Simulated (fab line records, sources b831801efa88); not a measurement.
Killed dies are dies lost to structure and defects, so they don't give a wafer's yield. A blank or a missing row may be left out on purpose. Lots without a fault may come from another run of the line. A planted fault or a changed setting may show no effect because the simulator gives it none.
Problem report in the 8D (eight disciplines) form, filled by code | flow sky130 | the parts of the form that need people (team, actions taken, sign-off) are left out

1. THE PROBLEM
killed_at_front_end at SKY_PAD_OPEN_PROBE_99 reads a mean of 74 on 6 wafers of 2 lots; wafers without a fault read 16 with a standard deviation of 4.3. That is +13 standard deviations from the usual mean.
First seen on wafer L228.1, day 50 20:25, on prober-01. The record holds 12 wafers of 4 lots with a number at this step. Rule for "out", or "out of limits": more than 4 standard deviations from the usual mean. The other wafers with a number count as sound.

2. WHAT IT IS AND WHAT IT IS NOT
question                    | is                     | is not
which readings at this step | killed_at_front_end    | killed_at_M0_to_M3, killed_at_M4_up, killed_at_contacts, killed_at_other, killed_open
which lots                  | L228, L231             | L211, L214
which wafers of those lots  | all that have a number | -
read on which tools         | prober-01, prober-02   | -
when                        | from day 50 20:25      | up to then (6 sound wafers)

3. SUSPECTS, AND WHAT RULES EACH OUT
Counting: a tool at a process step up to the reading stays a suspect if it ran every lot that is out and no sound lot after the first of them.
- plasma_asher-02 at SKY_LDD_N_STRIP_16 (strips in O2/N2): kept. It ran every lot that is out, first L228 (day 24 22:02), and no sound lot after that; its last sound lot up to then is L214 (day 20 18:59).
Left after counting: plasma_asher-02 at SKY_LDD_N_STRIP_16.

4. THE CAUSE (what the simulator had put in)
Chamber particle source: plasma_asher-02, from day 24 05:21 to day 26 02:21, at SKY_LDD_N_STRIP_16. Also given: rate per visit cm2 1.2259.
Counting left only this tool.

5. THE CHAIN OF EFFECTS, in route order
Each row: a reading whose mean over the struck wafers that have a number lies more than 3 standard deviations from the usual. Only readings for which the record gives a usual standard deviation are gone through. hours: the time from each lot's start at the first step in this table that gives one to its start at this step, as a median over the lots. sigmas: the change in usual standard deviations.
hours | step                  | reading             | usual | on struck wafers | change | sigmas
0     | SKY_PAD_OPEN_PROBE_99 | killed_at_front_end | 16    | 74               | +58    | +13
0     | SKY_PAD_OPEN_PROBE_99 | killed_dies         | 85    | 131              | +46    | +4.8
The process steps in it:
- SKY_PAD_OPEN_PROBE_99

6. WHAT WOULD HAVE CAUGHT IT SOONER
In this record the first reading out of limits was taken at day 50 20:25, 639 hours after the fault began at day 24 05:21.
Of the tool readings at SKY_LDD_N_STRIP_16 for which the record gives a usual standard deviation, none was out on any struck wafer, so an alarm limit of 4 standard deviations on them would not have fired.
All the lots that are out (2) had begun SKY_LDD_N_STRIP_16 on plasma_asher-02 by day 50 20:25. A hold on the tool at that time would have spared none of them.
